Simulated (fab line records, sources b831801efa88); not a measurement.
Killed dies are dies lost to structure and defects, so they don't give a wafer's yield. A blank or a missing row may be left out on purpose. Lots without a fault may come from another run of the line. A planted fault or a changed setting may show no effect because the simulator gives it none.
fab line records | flow sky130
record lots=24 wafers=72 last_day=50
route steps=708 shown FIELD_ISO@28 PWDE@55 NWELL@79 METAL2@488 VIA3@593
lots that met no fault: from a run of the same line without faults
start_h: hours from the record's first day to the start of the lot's first wafer shown | wait_h: hours since the lot's step before | " the same as in the row above | L1.1+2: a row that stands for several wafers | - no value, or no start given | * or withheld: withheld | < > ~ a bound
route shown NAME@n: a module of which the file shows steps, and the number in the route of the first | usual: mean/standard deviation of fault-free wafers | same: alike in all rows | chamber/n: place in a boat | sites: the reading at each site | _std_site: their standard deviation | _edge_site: outer sites' mean less inner sites' | radius_mm: how far each site lies from the wafer's centre | mask NAME#n: copy n | behind: the tool/chamber that last shaped the wafer | hold: why the lot was held/for how many hours/how that ended | device: the transistor (n, p or np) that didn't switch | end of line: the same wafers' tests at the end of the route | a step without rows: its recipe alone | killed: dies lost to structure and defects at the first sort, not the wafer's yield | map: a wafer's dies, x killed, . not, _ none there
set.NAME: the setting as run; set.NAME@STEP: as run at that earlier step | model.NAME: the simulator's own value behind a step, which no gauge read
steps of the route over a sample of lots; a table a step, a row a wafer
services: from which hour (start_h, from the record's first day; less than 0 if before it) a tool's chamber was out of use, for how many hours, and why
## steps
# step SKY_FIELD_ISO_CMP_27
# recipe stop_on=Si3N4 t_overpolish_s=16 down_force_psi=4 platen_rpm=60 target_thk_nm=457.8 pad_velocity_m_s=0.94248
# usual motor_current_A=12.3/1 overpolish_run_s=16.001/0.0096 time_to_endpoint_s=112/4.2
# columns lot.wafer tool chamber start_h wait_h motor_current_A overpolish_run_s time_to_endpoint_s
L074.2 cmp-02 1 32.46 0.0 12.0 16.001 114
L074.4 " 3 " " 13.6 16.000 114
L074.6 " 2 " " 10.8 15.998 118
L076.3 cmp-02 3 47.25 0.0 12.7 16.000 112
L076.1 " 0 " " 11.0 15.997 104
L076.5 " 0 " " 11.5 15.997 106
L075.3 cmp-01 2 47.35 0.1 14.1 16.021 113
L075.4 " 3 " " 11.1 16.008 110
L075.5 " 0 " " 11.9 16.003 122
L077.4 cmp-02 0 52.91 0.1 11.0 15.991 105
L077.1 " 1 " " 12.2 15.985 109
L077.5 " 0 " " 11.2 16.005 106
L078.1 cmp-02 1 54.46 0.1 12.0 16.004 109
L078.6 " 3 " " 12.5 16.009 107
L078.5 " 0 " " 10.8 15.993 106
L079.3 cmp-01 0 58.33 0.0 12.0 16.009 115
L079.4 " 1 " " 12.5 16.004 116
L079.2 " 3 " " 11.1 16.009 107
L080.3 cmp-02 3 65.66 0.1 12.8 15.988 112
L080.2 " 0 " " 10.2 16.013 105
L080.1 " 1 " " 12.1 16.005 114
L081.2 cmp-01 2 70.07 0.0 14.1 15.991 107
L081.6 " 2 " " 13.3 15.996 114
L081.5 " 3 " " 11.5 15.998 109
L082.1 cmp-01 2 74.50 0.0 14.1 16.009 108
L082.2 " 0 " " 12.2 15.999 113
L082.5 " 3 " " 10.9 16.001 108
L083.3 cmp-02 0 79.55 0.1 11.2 16.008 112
L083.4 " 1 " " 12.5 16.007 119
L083.6 " 3 " " 13.3 15.985 108
L084.1 cmp-02 0 86.12 0.0 11.3 16.003 111
L084.4 " 3 " " 12.7 15.996 116
L084.5 " 0 " " 11.3 15.990 115
L085.4 cmp-02 2 93.00 0.0 11.1 16.002 116
L085.5 " 2 " " 11.3 16.010 115
L085.6 " 3 " " 12.7 16.019 115
L086.3 cmp-01 3 95.86 0.0 11.8 16.011 111
L086.1 " 2 " " 13.7 16.012 113
L086.5 " 0 " " 11.8 16.002 119
L087.1 cmp-02 3 99.61 0.1 13.1 16.004 117
L087.3 " 0 " " 11.5 15.998 117
L087.6 " 2 " " 11.2 16.006 119
L088.3 cmp-02 1 104.97 0.1 11.9 16.002 119
L088.5 " 2 " " 11.3 15.998 118
L088.6 " 3 " " 13.4 15.978 116
L089.4 cmp-01 1 123.74 0.0 13.2 15.996 116
L089.1 " 2 " " 14.9 15.997 108
L089.2 " 0 " " 11.7 16.005 117
L090.1 cmp-02 2 129.35 0.0 11.8 16.007 116
L090.3 " 1 " " 11.8 16.001 117
L090.5 " 2 " " 11.2 16.004 111
L091.4 cmp-01 3 129.35 0.0 11.5 15.998 104
L091.5 " 3 " " 11.5 16.024 109
L091.6 " 0 " " 11.7 15.997 114
L093.2 cmp-01 3 135.90 0.2 10.4 16.001 110
L093.1 " 0 " " 12.3 15.984 120
L093.6 " 2 " " 14.1 16.004 109
L092.3 cmp-02 3 135.97 0.2 13.3 15.996 110
L092.1 " 0 " " 11.6 16.004 110
L092.6 " 3 " " 13.0 16.012 111
L094.4 cmp-01 0 137.50 0.1 12.2 16.004 116
L094.3 " 1 " " 13.0 15.976 116
L094.6 " 2 " " 13.1 16.001 111
L095.2 cmp-01 1 148.22 0.0 12.9 16.010 113
L095.1 " 2 " " 13.7 15.988 112
L095.3 " 3 " " 11.1 15.975 108
L096.1 cmp-01 3 149.45 0.1 11.5 16.002 109
L096.4 " 0 " " 12.2 16.005 112
L096.6 " 2 " " 13.6 16.001 108
L097.2 cmp-01 2 159.23 0.3 13.1 16.003 110
L097.6 " 2 " " 13.6 16.002 110
L097.5 " 3 " " 11.4 15.976 107
# step SKY_PWDE_TW_MEAS_10
# usual PWDE_TW=377/4.9
# columns lot.wafer tool chamber start_h wait_h PWDE_TW
L074.2 film_metro-01 - 64.79 0.1 381
L074.4 " - " " 381
L074.6 " - " " 380
L076.1 film_metro-01 - 84.98 0.1 382
L076.3 " - " " 383
L076.5 " - " " 384
L075.3 film_metro-03 - 85.05 0.1 366
L075.4 " - " " 369
L075.5 " - " " 370
L078.1 film_metro-02 - 91.33 0.1 374
L078.5 " - " " 376
L078.6 " - " " 377
L077.1 film_metro-01 - 91.43 0.1 380
L077.4 " - " " 378
L077.5 " - " " 382
L079.2 film_metro-02 - 95.69 0.1 376
L079.3 " - " " 376
L079.4 " - " " 378
L080.1 film_metro-02 - 103.43 0.1 375
L080.2 " - " " 377
L080.3 " - " " 376
L081.2 film_metro-02 - 108.44 0.1 376
L081.5 " - " " 375
L081.6 " - " " 375
L082.1 film_metro-03 - 112.88 0.1 369
L082.2 " - " " 367
L082.5 " - " " 369
L083.3 film_metro-02 - 119.74 0.1 377
L083.4 " - " " 377
L083.6 " - " " 376
L084.1 film_metro-01 - 124.83 0.1 384
L084.4 " - " " 381
L084.5 " - " " 380
L085.4 film_metro-01 - 131.50 0.1 385
L085.5 " - " " 382
L085.6 " - " " 383
L086.1 film_metro-03 - 133.27 0.1 368
L086.3 " - " " 369
L086.5 " - " " 368
L087.1 film_metro-01 - 137.72 0.1 379
L087.3 " - " " 382
L087.6 " - " " 383
L088.3 film_metro-01 - 148.09 0.1 381
L088.5 " - " " 379
L088.6 " - " " 381
L090.1 film_metro-02 - 171.77 0.1 377
L090.3 " - " " 379
L090.5 " - " " 377
L089.1 film_metro-03 - 171.83 0.1 370
L089.2 " - " " 370
L089.4 " - " " 369
L091.4 film_metro-01 - 172.50 0.1 382
L091.5 " - " " 384
L091.6 " - " " 380
L093.1 film_metro-02 - 178.78 0.1 379
L093.2 " - " " 378
L093.6 " - " " 377
L092.1 film_metro-02 - 179.32 0.1 376
L092.3 " - " " 378
L092.6 " - " " 379
L094.3 film_metro-01 - 180.39 0.1 382
L094.4 " - " " 382
L094.6 " - " " 381
L096.1 film_metro-02 - 192.72 0.1 378
L096.4 " - " " 378
L096.6 " - " " 375
L095.1 film_metro-01 - 193.07 0.1 381
L095.2 " - " " 380
L095.3 " - " " 381
L097.2 film_metro-03 - 204.78 0.1 370
L097.5 " - " " 371
L097.6 " - " " 370
# step SKY_NWELL_TW_MEAS_26
# usual NWELL_2_TW=500/7
# columns lot.wafer tool chamber start_h wait_h NWELL_2_TW
L074.2 film_metro-01 - 99.74 0.1 511
L074.4 " - " " 512
L074.6 " - " " 513
L076.1 film_metro-02 - 121.58 0.1 502
L076.3 " - " " 500
L076.5 " - " " 499
L075.3 film_metro-02 - 121.85 0.1 503
L075.4 " - " " 503
L075.5 " - " " 503
L078.1 film_metro-03 - 128.18 0.1 490
L078.5 " - " " 488
L078.6 " - " " 489
L077.1 film_metro-01 - 128.42 0.1 508
L077.4 " - " " 509
L077.5 " - " " 505
L079.2 film_metro-03 - 132.24 0.1 489
L079.3 " - " " 489
L079.4 " - " " 490
L080.1 film_metro-02 - 138.18 0.1 500
L080.2 " - " " 498
L080.3 " - " " 501
L081.2 film_metro-02 - 144.13 0.1 503
L081.5 " - " " 503
L081.6 " - " " 504
L082.1 film_metro-01 - 150.52 0.1 504
L082.2 " - " " 504
L082.5 " - " " 503
L083.3 film_metro-01 - 158.05 0.1 504
L083.4 " - " " 503
L083.6 " - " " 504
L084.1 film_metro-01 - 162.42 0.1 504
L084.4 " - " " 508
L084.5 " - " " 504
L085.4 film_metro-02 - 171.36 0.1 501
L085.5 " - " " 501
L085.6 " - " " 505
L086.1 film_metro-02 - 173.30 0.1 502
L086.3 " - " " 502
L086.5 " - " " 500
L087.1 film_metro-03 - 179.13 0.1 489
L087.3 " - " " 490
L087.6 " - " " 489
L088.3 film_metro-03 - 188.45 0.1 488
L088.5 " - " " 487
L088.6 " - " " 487
L090.1 film_metro-03 - 214.28 0.1 487
L090.3 " - " " 491
L090.5 " - " " 490
L089.1 film_metro-02 - 215.28 0.1 498
L089.2 " - " " 500
L089.4 " - " " 497
L091.4 film_metro-02 - 216.66 0.1 499
L091.5 " - " " 502
L091.6 " - " " 499
L093.1 film_metro-01 - 222.82 0.1 505
L093.2 " - " " 505
L093.6 " - " " 505
L092.1 film_metro-03 - 224.28 0.1 491
L092.3 " - " " 492
L092.6 " - " " 492
L094.3 film_metro-01 - 225.00 0.1 506
L094.4 " - " " 506
L094.6 " - " " 506
L096.1 film_metro-03 - 236.93 0.1 489
L096.4 " - " " 492
L096.6 " - " " 490
L095.1 film_metro-02 - 237.25 0.1 501
L095.2 " - " " 501
L095.3 " - " " 500
L097.2 film_metro-01 - 249.64 0.1 507
L097.5 " - " " 508
L097.6 " - " " 506
# step SKY_METAL2_RS_MEAS_05
# recipe thk_meas_gauge=four-point-probe reads=TiN_of_METAL2_SPUTTER_04+Ti_of_METAL2_SPUTTER_03+AlCu_of_METAL2_SPUTTER_02+TiN_of_METAL2_SPUTTER_01+Ti_of_METAL2_SPUTTER_00
# usual METAL2_ALCU_RS=0.1267/0.0014
# columns lot.wafer tool chamber start_h wait_h METAL2_ALCU_RS[ohm/sq]
L074.2 film_metro-02 - 780.63 0.0 0.1233
L074.4 " - " " 0.1239
L074.6 " - " " 0.1238
L076.1 film_metro-02 - 804.85 0.0 0.1281
L076.3 " - " " 0.1271
L076.5 " - " " 0.1277
L075.3 film_metro-02 - 811.30 0.1 0.1271
L075.4 " - " " 0.1276
L075.5 " - " " 0.1271
L078.1 film_metro-04 - 817.09 0.0 0.1276
L078.5 " - " " 0.1261
L078.6 " - " " 0.1262
L077.1 film_metro-01 - 822.20 0.0 0.1248
L077.4 " - " " 0.1253
L077.5 " - " " 0.1247
L079.2 film_metro-04 - 832.22 0.0 0.1259
L079.3 " - " " 0.1249
L079.4 " - " " 0.1257
L080.1 film_metro-01 - 833.85 0.0 0.1254
L080.2 " - " " 0.1269
L080.3 " - " " 0.1257
L081.2 film_metro-02 - 838.82 0.0 0.1276
L081.5 " - " " 0.1298
L081.6 " - " " 0.1289
L082.1 film_metro-04 - 847.45 0.0 0.1285
L082.2 " - " " 0.1271
L082.5 " - " " 0.1270
L083.3 film_metro-01 - 852.78 0.1 0.1268
L083.4 " - " " 0.1264
L083.6 " - " " 0.1281
L084.1 film_metro-02 - 872.08 0.0 0.1242
L084.4 " - " " 0.1250
L084.5 " - " " 0.1267
L085.4 film_metro-04 - 872.84 0.1 0.1275
L085.5 " - " " 0.1256
L085.6 " - " " 0.1270
L086.1 film_metro-02 - 873.06 0.0 0.1268
L086.3 " - " " 0.1283
L086.5 " - " " 0.1270
L087.1 film_metro-02 - 878.85 0.0 0.1285
L087.3 " - " " 0.1280
L087.6 " - " " 0.1294
L088.3 film_metro-01 - 889.31 0.1 0.1257
L088.5 " - " " 0.1259
L088.6 " - " " 0.1264
L090.1 film_metro-02 - 919.20 0.0 0.1274
L090.3 " - " " 0.1251
L090.5 " - " " 0.1252
L089.1 film_metro-04 - 920.15 0.0 0.1255
L089.2 " - " " 0.1256
L089.4 " - " " 0.1275
L091.4 film_metro-02 - 926.91 0.1 0.1270
L091.5 " - " " 0.1255
L091.6 " - " " 0.1267
L093.1 film_metro-02 - 933.74 0.0 0.1269
L093.2 " - " " 0.1297
L093.6 " - " " 0.1288
L094.3 film_metro-04 - 934.40 0.1 0.1278
L094.4 " - " " 0.1265
L094.6 " - " " 0.1247
L092.1 film_metro-02 - 935.55 0.0 0.1282
L092.3 " - " " 0.1291
L092.6 " - " " 0.1283
L096.1 film_metro-01 - 947.30 0.0 0.1300
L096.4 " - " " 0.1281
L096.6 " - " " 0.1293
L095.1 film_metro-04 - 949.09 0.0 0.1259
L095.2 " - " " 0.1254
L095.3 " - " " 0.1259
L097.2 film_metro-02 - 961.72 0.0 0.1276
L097.5 " - " " 0.1276
L097.6 " - " " 0.1264
# step SKY_METAL2_THK_MEAS_06
# recipe thk_meas_gauge=xrf reads=AlCu_of_METAL2_SPUTTER_02
# usual METAL2_ALCU_THK=248/3.1
# columns lot.wafer tool chamber start_h wait_h METAL2_ALCU_THK[nm]
L074.2 film_metro-02 - 780.74 0.1 254
L074.4 " - " " 255
L074.6 " - " " 254
L076.1 film_metro-02 - 804.97 0.1 245
L076.3 " - " " 246
L076.5 " - " " 247
L075.3 film_metro-02 - 811.40 0.1 247
L075.4 " - " " 245
L075.5 " - " " 246
L078.1 film_metro-04 - 817.21 0.1 248
L078.5 " - " " 250
L078.6 " - " " 249
L077.1 film_metro-01 - 822.32 0.1 253
L077.4 " - " " 250
L077.5 " - " " 253
L079.2 film_metro-04 - 832.33 0.1 249
L079.3 " - " " 254
L079.4 " - " " 251
L080.1 film_metro-01 - 833.97 0.1 252
L080.2 " - " " 248
L080.3 " - " " 249
L081.2 film_metro-02 - 838.93 0.1 249
L081.5 " - " " 242
L081.6 " - " " 244
L082.1 film_metro-04 - 847.57 0.1 245
L082.2 " - " " 245
L082.5 " - " " 249
L083.3 film_metro-01 - 852.88 0.1 250
L083.4 " - " " 248
L083.6 " - " " 247
L084.1 film_metro-02 - 872.20 0.1 252
L084.4 " - " " 250
L084.5 " - " " 247
L085.4 film_metro-04 - 872.93 0.1 248
L085.5 " - " " 250
L085.6 " - " " 247
L086.1 film_metro-02 - 873.18 0.1 247
L086.3 " - " " 243
L086.5 " - " " 247
L087.1 film_metro-02 - 878.97 0.1 244
L087.3 " - " " 246
L087.6 " - " " 242
L088.3 film_metro-01 - 889.41 0.1 250
L088.5 " - " " 249
L088.6 " - " " 250
L090.1 film_metro-02 - 919.32 0.1 247
L090.3 " - " " 251
L090.5 " - " " 250
L089.1 film_metro-04 - 920.27 0.1 252
L089.2 " - " " 251
L089.4 " - " " 248
L091.4 film_metro-02 - 927.00 0.1 248
L091.5 " - " " 250
L091.6 " - " " 248
L093.1 film_metro-02 - 933.86 0.1 247
L093.2 " - " " 244
L093.6 " - " " 243
L094.3 film_metro-04 - 934.50 0.1 249
L094.4 " - " " 250
L094.6 " - " " 252
L092.1 film_metro-02 - 935.67 0.1 243
L092.3 " - " " 243
L092.6 " - " " 244
L096.1 film_metro-01 - 947.42 0.1 243
L096.4 " - " " 247
L096.6 " - " " 244
L095.1 film_metro-04 - 949.21 0.1 250
L095.2 " - " " 250
L095.3 " - " " 251
L097.2 film_metro-02 - 961.83 0.1 245
L097.5 " - " " 245
L097.6 " - " " 251
# step SKY_VIA3_SPUTTER_20
# recipe material=TiN target_thk_nm=20 chamber_pressure_pa=5 power_w=4000 time_s=80
# usual throttle_valve_pct=30.7/1.3
# columns lot.wafer tool chamber start_h wait_h throttle_valve_pct
L074.2 pvd_sputter-03 - 910.74 0.0 32.1
L074.4 " - " " 29.6
L074.6 " - " " 30.3
L076.1 pvd_sputter-04 - 935.27 0.0 30.8
L076.3 " - " " 30.0
L076.5 " - " " 30.5
L075.3 pvd_sputter-01 - 941.33 0.0 30.2
L075.4 " - " " 30.3
L075.5 " - " " 30.5
L078.1 pvd_sputter-03 - 948.99 0.0 32.7
L078.5 " - " " 32.4
L078.6 " - " " 33.0
L077.1 pvd_sputter-04 - 955.71 0.0 29.9
L077.4 " - " " 30.6
L077.5 " - " " 29.9
L080.1 pvd_sputter-01 - 968.93 0.0 30.6
L080.2 " - " " 30.2
L080.3 " - " " 32.9
L079.2 pvd_sputter-03 - 969.43 0.0 32.9
L079.3 " - " " 30.6
L079.4 " - " " 29.4
L081.2 pvd_sputter-01 - 971.84 0.0 30.7
L081.5 " - " " 30.4
L081.6 " - " " 32.8
L082.1 pvd_sputter-04 - 977.99 0.0 30.4
L082.2 " - " " 30.4
L082.5 " - " " 30.0
L083.3 pvd_sputter-03 - 982.79 0.0 33.0
L083.4 " - " " 29.5
L083.6 " - " " 32.5
L084.1 pvd_sputter-04 - 1002.58 0.0 30.5
L084.4 " - " " 29.8
L084.5 " - " " 29.8
L085.4 pvd_sputter-03 - 1003.49 0.0 29.7
L085.5 " - " " 32.3
L085.6 " - " " 29.7
L086.1 pvd_sputter-01 - 1004.17 0.0 30.2
L086.3 " - " " 32.6
L086.5 " - " " 30.5
L087.1 pvd_sputter-01 - 1005.44 0.0 33.1
L087.3 " - " " 30.6
L087.6 " - " " 30.5
L088.3 pvd_sputter-04 - 1013.94 0.0 29.7
L088.5 " - " " 28.7
L088.6 " - " " 30.2
L090.1 pvd_sputter-01 - 1041.95 0.0 30.5
L090.3 " - " " 33.0
L090.5 " - " " 33.0
L089.1 pvd_sputter-03 - 1045.84 0.0 29.6
L089.2 " - " " 30.6
L089.4 " - " " 32.2
L091.4 pvd_sputter-03 - 1052.39 0.0 30.7
L091.5 " - " " 32.6
L091.6 " - " " 30.6
L094.3 pvd_sputter-03 - 1056.40 0.0 30.4
L094.4 " - " " 29.3
L094.6 " - " " 29.5
L093.1 pvd_sputter-03 - 1057.35 0.0 30.6
L093.2 " - " " 29.9
L093.6 " - " " 30.5
L092.1 pvd_sputter-04 - 1058.30 0.0 29.8
L092.3 " - " " 28.7
L092.6 " - " " 30.0
L096.1 pvd_sputter-01 - 1068.84 0.0 30.5
L096.4 " - " " 30.5
L096.6 " - " " 32.9
L095.1 pvd_sputter-03 - 1068.88 0.0 30.5
L095.2 " - " " 32.5
L095.3 " - " " 29.5
L097.2 pvd_sputter-04 - 1081.04 0.0 29.7
L097.5 " - " " 30.0
L097.6 " - " " 29.0
## services
# columns tool chamber start_h hours kind
cmp-01 - 64.03 4.0 pm
cmp-02 - 69.30 2.6 repair
cmp-01 - 91.08 0.9 repair
cmp-01 - 108.17 1.5 repair
cmp-02 - 147.39 2.4 repair
cmp-02 - 157.66 4.9 pm
cmp-02 - 174.19 2.8 repair
cmp-02 - 199.29 1.8 repair
cmp-02 - 232.53 4.0 pm
cmp-01 - 288.58 1.8 repair
cmp-01 - 335.36 5.7 pm
cmp-02 - 352.22 6.6 pm
cmp-01 - 376.18 2.8 repair
cmp-02 - 377.44 1.5 repair
cmp-02 - 392.58 9.9 pm
cmp-01 - 402.84 1.0 repair
cmp-01 - 404.03 4.0 pm
cmp-02 - 408.51 2.5 repair
cmp-02 - 436.54 1.5 repair
cmp-01 - 478.54 3.9 pm
cmp-01 - 502.70 21.7 pm
cmp-02 - 514.13 4.4 repair
cmp-02 - 526.66 3.8 pm
cmp-02 - 545.87 1.8 repair
## key
fault none
